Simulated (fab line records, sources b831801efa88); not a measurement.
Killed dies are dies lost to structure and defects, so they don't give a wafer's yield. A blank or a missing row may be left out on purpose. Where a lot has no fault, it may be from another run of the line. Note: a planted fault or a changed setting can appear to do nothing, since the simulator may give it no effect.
Check of tool commonality | flow gf180mcu | Sampled: 10 lots, 30 wafers

== WHY IT WAS OPENED ==
GF_VT_IMPLANT_TW_MEAS_21, reading VT_IMPLANT_2_TW: flagged on 4 of 10 lots. No-fault wafers: 1218, standard deviation 12.
Rule: a lot gets a flag if all its wafers with a number sit over 4 standard deviations from that mean, or if no wafer of it has a number. All remaining lots are regarded as sound.

lot  | measured    | on            | VT_IMPLANT_2_TW, wafer by wafer | flag
L686 | day 6 07:04 | film metro-01 | 1193 1194 1197                  |
L687 | day 6 10:59 | film metro-04 | 1223 1226 1229                  |
L688 | day 6 16:28 | film metro-03 | 1226 1215 1224                  |
L689 | day 6 23:44 | film metro-04 | 1231 1226 1221                  |
L690 | day 7 11:28 | film metro-03 | 1230 1232 1230                  |
L691 | day 7 12:22 | film metro-04 | 1223 1222 1223                  |
L692 | day 7 20:40 | film metro-01 | 868 865 870                     | FLAGGED
L693 | day 8 01:07 | film metro-04 | 885 892 889                     | FLAGGED
L694 | day 8 06:41 | film metro-04 | 887 886 891                     | FLAGGED
L695 | day 8 14:28 | film metro-01 | 867 871 869                     | FLAGGED
The mean of the flagged lots' numbers is 878, -340 from the usual (-28 standard deviations).

== WHICH TOOL RAN EACH LOT ==
2 process steps preceding the reading are held in the record, out of 602 steps in the route. Every cell lists first the tool, next ch and the chambers used by the sampled wafers, and last the start.
lot  | flag    | GF_MVSD_STRIP_10                    | GF_VT_IMPLANT_IMPLANT_19
L686 |         | plasma asher-01 ch 0,1, day 4 11:50 | implanter-02 ch 0, day 6 06:49
L687 |         | plasma asher-04 ch 0,1, day 4 16:00 | implanter-04 ch 0, day 6 10:46
L688 |         | plasma asher-03 ch 0,1, day 4 20:27 | implanter-02 ch 0, day 6 16:14
L689 |         | plasma asher-01 ch 0,1, day 5 03:06 | implanter-03 ch 0, day 6 23:29
L690 |         | plasma asher-03 ch 0,1, day 5 13:20 | implanter-02 ch 0, day 7 11:13
L691 |         | plasma asher-01 ch 0,1, day 5 14:38 | implanter-04 ch 0, day 7 12:07
L692 | FLAGGED | plasma asher-03 ch 0,1, day 5 21:20 | implanter-04 ch 0, day 7 20:26
L693 | FLAGGED | plasma asher-03 ch 0,1, day 6 01:38 | implanter-04 ch 0, day 8 00:52
L694 | FLAGGED | plasma asher-01 ch 0,1, day 6 07:05 | implanter-03 ch 0, day 8 06:26
L695 | FLAGGED | plasma asher-03 ch 0,1, day 6 14:20 | implanter-04 ch 0, day 8 14:13
What the steps here do:
- GF_MVSD_STRIP_10: strips in O2/N2.
- GF_VT_IMPLANT_IMPLANT_19
- GF_VT_IMPLANT_TW_MEAS_21

== FLAGGED OVER TOTAL, TOOL BY TOOL (the gauges that took the reading come last) ==
step                     | tool            | lots run | flagged | share of the flagged lots | sound lots run after its first flagged lot
GF_MVSD_STRIP_10         | plasma asher-01 | 4        | 1       | some                      | 0
GF_MVSD_STRIP_10         | plasma asher-03 | 5        | 3       | some                      | 0
GF_MVSD_STRIP_10         | plasma asher-04 | 1        | 0       | none                      | -
GF_VT_IMPLANT_IMPLANT_19 | implanter-02    | 3        | 0       | none                      | -
GF_VT_IMPLANT_IMPLANT_19 | implanter-03    | 2        | 1       | some                      | 0
GF_VT_IMPLANT_IMPLANT_19 | implanter-04    | 5        | 3       | some                      | 0
GF_VT_IMPLANT_TW_MEAS_21 | film metro-01   | 3        | 2       | some                      | 0
GF_VT_IMPLANT_TW_MEAS_21 | film metro-03   | 2        | 0       | none                      | -
GF_VT_IMPLANT_TW_MEAS_21 | film metro-04   | 5        | 2       | some                      | 0

== WHAT THE TABLE PERMITS ==
No row of the table ran every flagged lot.

== WHAT HAD BEEN PUT IN BY THE SIMULATOR ==
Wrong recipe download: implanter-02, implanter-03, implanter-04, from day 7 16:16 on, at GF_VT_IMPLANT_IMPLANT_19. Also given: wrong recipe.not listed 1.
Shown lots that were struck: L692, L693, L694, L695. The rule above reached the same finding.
